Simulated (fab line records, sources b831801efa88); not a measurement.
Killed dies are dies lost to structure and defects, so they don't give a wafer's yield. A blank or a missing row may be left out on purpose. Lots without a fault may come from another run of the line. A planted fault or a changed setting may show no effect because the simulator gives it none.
A struck lot beside a sound one | flow sky130 | 45 steps out of a route of 708
Sound: wafers L248.4, L248.5, L248.6. Struck: wafer L258.6. (L258.3, L258.5 of the same lot were not struck and are left out.) The cause comes at the end.
At each step with rows: each side's tool, then ch and its chambers, then its first start. Under that, the readings that differ: sound wafers | struck wafers | difference of the means | sigmas: that difference in standard deviations of wafers without a fault.
alike: readings whose means differ by less than 2 such deviations, and words and numbers that are the same on both sides. not compared: withheld readings, readings that some wafer has no value for, bounds like >300 that may hide the same value, and numbers for which the record gives no deviation and whose values overlap.
The two part at a step that has a row with sigmas, a row that says differs or no value, or rows on one side only. Numbers that don't overlap but have no deviation are shown without sigmas and don't part them. A reading that every wafer of one side lacks parts them only if that side has two wafers or more.

first, 2 steps without rows for these wafers: SKY_DNWELL_DEVELOP_06 (develop time 60 s); SKY_DNWELL_IMPLANT_07.
SKY_DNWELL_STRIP_08: strips in O2/N2.
  sound on plasma_asher-01 ch 0,1, day 4 07:56; struck on plasma_asher-03 ch 0, day 6 18:54
  alike: drypump_motor_current_A, oes_product_au, strip_time_to_endpoint_s
  not compared: rf_hours_counter_h
SKY_DNWELL_TW_MEAS_09:
  sound on film_metro-01, day 4 08:02; struck on film_metro-01, day 6 18:59
  alike: DNWELL_TW
then, 7 steps without rows for these wafers: SKY_PWDE_DEHYDRATE_00 (time 60 s); SKY_PWDE_HMDS_01 (prime time 60 s); SKY_PWDE_COAT_02 (resist thk 3000 nm); SKY_PWDE_SOFTBAKE_03; SKY_PWDE_EXPOSE_04 (exposes mask PWDEM, target cd 840 nm); SKY_PWDE_PEB_05; SKY_PWDE_DEVELOP_06 (develop time 60 s).
SKY_PWDE_OVL_MEAS_07:
  sound on overlay-01, day 5 02:17; struck on overlay-02, day 7 15:11
  alike: PWDE_OVL
SKY_PWDE_IMPLANT_08:
  sound on implanter-01 ch 0, day 5 02:22; struck on implanter-02 ch 0, day 7 15:16
  reading                          | sound                      | struck  | difference | sigmas
  end_station_pressure_torr (Torr) | 4.98e-06 5.35e-06 4.63e-06 | 5.7e-06 | +7.1e-07   | +3
  alike: beam_on_s, faraday_current_uA
SKY_PWDE_STRIP_09: strips in O2/N2.
  sound on plasma_asher-04 ch 0,1, day 5 02:29; struck on plasma_asher-03 ch 0, day 7 15:23
  alike: drypump_motor_current_A, oes_product_au, strip_time_to_endpoint_s
  not compared: rf_hours_counter_h
SKY_PWDE_TW_MEAS_10:
  sound on film_metro-04, day 5 02:34; struck on film_metro-04, day 7 15:29
  alike: PWDE_TW
then, 7 steps without rows for these wafers: SKY_NWELL_DEHYDRATE_03 (time 60 s); SKY_NWELL_HMDS_04 (prime time 60 s); SKY_NWELL_COAT_05 (resist thk 3000 nm); SKY_NWELL_SOFTBAKE_06; SKY_NWELL_EXPOSE_07 (exposes mask NWM, target cd 840 nm); SKY_NWELL_PEB_08; SKY_NWELL_DEVELOP_09 (develop time 60 s).
SKY_NWELL_OVL_MEAS_10:
  sound on overlay-01, day 5 21:13; struck on overlay-01, day 8 12:07
  alike: NWELL_00_OVL
then, 3 steps without rows for these wafers: SKY_NWELL_IMPLANT_11; SKY_NWELL_IMPLANT_12; SKY_NWELL_IMPLANT_13.
SKY_NWELL_STRIP_14: strips in O2/N2.
  sound on plasma_asher-01 ch 0,1, day 5 21:43; struck on plasma_asher-02 ch 0, day 8 12:38
  alike: drypump_motor_current_A, oes_product_au, strip_time_to_endpoint_s
  not compared: rf_hours_counter_h
SKY_NWELL_TW_MEAS_15:
  sound on film_metro-02, day 5 21:49; struck on film_metro-02, day 8 12:43
  alike: NWELL_TW
then, 7 steps without rows for these wafers: SKY_NWELL_DEHYDRATE_16 (time 60 s); SKY_NWELL_HMDS_17 (prime time 60 s); SKY_NWELL_COAT_18 (resist thk 3000 nm); SKY_NWELL_SOFTBAKE_19; SKY_NWELL_EXPOSE_20 (exposes mask NWM COMPLEMENT, target cd 840 nm); SKY_NWELL_PEB_21; SKY_NWELL_DEVELOP_22 (develop time 60 s).
SKY_NWELL_OVL_MEAS_23:
  sound on overlay-02, day 6 17:13; struck on overlay-02, day 9 09:53
  alike: NWELL_01_OVL
then, 1 step without rows for these wafers: SKY_NWELL_IMPLANT_24.
SKY_NWELL_STRIP_25: strips in O2/N2.
  sound on plasma_asher-04 ch 0,1, day 6 17:25; struck on plasma_asher-04 ch 0, day 9 10:05
  alike: drypump_motor_current_A, oes_product_au, strip_time_to_endpoint_s
  not compared: rf_hours_counter_h
SKY_NWELL_TW_MEAS_26:
  sound on film_metro-04, day 6 17:31; struck on film_metro-02, day 9 10:11
  alike: NWELL_2_TW
then, 1 step without rows for these wafers: SKY_NWELL_CLEAN_27 (cleans in SC1/SC2, time 150 s).
SKY_NWELL_RTA_28: time 30 s.
  sound on rtp_anneal-02 ch 0, day 6 17:38; struck on rtp_anneal-01 ch 0, day 9 10:18
  reading            | sound             | struck | difference | sigmas
  lamp_power_pct (%) | 25.22 25.30 25.28 | 25.39  | +0.12      | +2
  alike: wafer_temp_C_max
SKY_NWELL_RS_MEAS_29: measures by four-point-probe.
  sound on film_metro-01, day 6 17:45; struck on film_metro-04, day 9 10:25
  alike: NWELL_RS
SKY_NWELL_RS_MEAS_31: measures by four-point-probe.
  sound on film_metro-01, day 6 17:59; struck on film_metro-04, day 9 10:56
  reading          | sound          | struck | difference | sigmas
  PWDE_RS (ohm/sq) | 5265 5261 5257 | 5599   | +338       | +20
  not compared: hold
SKY_VT_ADJUST_HVTP_DEHYDRATE_00: time 60 s.
  sound on litho_track-01 ch 0, day 7 03:14; struck on litho_track-02 ch 0, day 9 21:49
  reading          | sound                | struck                   | difference                   | sigmas
  hold             | - - -                | await_dispo/2.5h/release | no value on the sound wafers |
  plate_temp_C (C) | 200.31 200.27 200.23 | 199.96                   | -0.31                        | -2
-- the record jumps here: 40 days lie between the struck wafers' starts before and after (it left off in module VT_ADJUST_HVTP and takes up again in module PAD_OPEN, whose first step shown is number 708 of the route) --
SKY_PAD_OPEN_PROBE_99:
  sound on prober-01, day 48 01:02; struck on prober-01, day 50 08:59
  reading                                   | sound                       | struck    | difference | sigmas
  killed_at_M4_up                           | 6 6 4                       | 1         | -4         | -3
  model.etest.res_p_drift_20v.line_ohm_um   | 1.252e+04 1.19e+04 1.24e+04 | 1.286e+04 | +5.867e+02 |
  model.etest.res_p_drift_20v.rs_ohm_sq     | 1.04e+04 9992 1.026e+04     | 1.075e+04 | +5.327e+02 |
  model.etest.res_pwde_under_gate.rs_ohm_sq | 6176 6130 6199              | 6811      | +643       |
  alike: killed_at_M0_to_M3, killed_at_contacts, killed_at_front_end, killed_at_other, killed_dies, killed_open, killed_short

WHERE THEY PART
First at SKY_PWDE_IMPLANT_08; last, within this record, at SKY_PAD_OPEN_PROBE_99.

WHY: what the simulator had put in
Process parameter drift: implanter-02, from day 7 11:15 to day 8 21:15, at SKY_PWDE_IMPLANT_08. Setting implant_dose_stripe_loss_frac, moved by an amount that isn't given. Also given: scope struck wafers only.
